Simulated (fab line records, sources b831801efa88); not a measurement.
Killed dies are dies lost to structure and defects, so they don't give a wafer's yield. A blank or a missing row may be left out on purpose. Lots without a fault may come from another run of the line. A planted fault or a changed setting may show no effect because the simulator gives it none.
Chamber matching | flow gf180mcu | GF_V3_CMP_04 on cmp-01: 4 sister chambers
The step polishes SiO2. 4 wafers are shown with their chamber, then 7 later ones without.

WAFERS WITH THEIR CHAMBER
wafer  | chamber | motor_current_A (A)
L561.6 | 2       | 11.6
L563.3 | 0       | 11.2
L566.1 | 3       | 13.1
L566.3 | 1       | 11.8

WAFERS WITHOUT THEIR CHAMBER
wafer  | motor_current_A (A)
L566.4 | 12.6
L569.2 | 14.3
L569.3 | 11.7
L569.4 | 12.5
L577.2 | 13.9
L577.6 | 12.3
L578.6 | 11.6

WHICH CHAMBER EACH WENT THROUGH
wafer  | from the rows above               | in truth
L566.4 | can't be placed: 3 or 1 or 2 or 0 | 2
L569.2 | 3                                 | 3
L569.3 | can't be placed: 2 or 1 or 0      | 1
L569.4 | can't be placed: 3 or 1 or 2 or 0 | 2
L577.2 | 3                                 | 3
L577.6 | can't be placed: 1 or 2 or 3 or 0 | 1
L578.6 | can't be placed: 2 or 1 or 0      | 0
Placed correctly: 2 of 7. Can't be placed from these rows: 5 (the true chamber is among the candidates in 5). Placed wrongly: 0.
How it was worked out, from the rows above alone: a wafer's distance from a chamber is the root of the sum, over the readings, of the square of ((its reading less the chamber's mean) divided by the reading's scatter). The wafer belongs to the nearest chamber; if the next one is less than 2 further off, it can't be placed. A chamber's mean is the mean of its shown wafers. The scatter: with one shown wafer a chamber, the root of the mean of the squares of how far each hidden wafer lies from its nearest shown one.
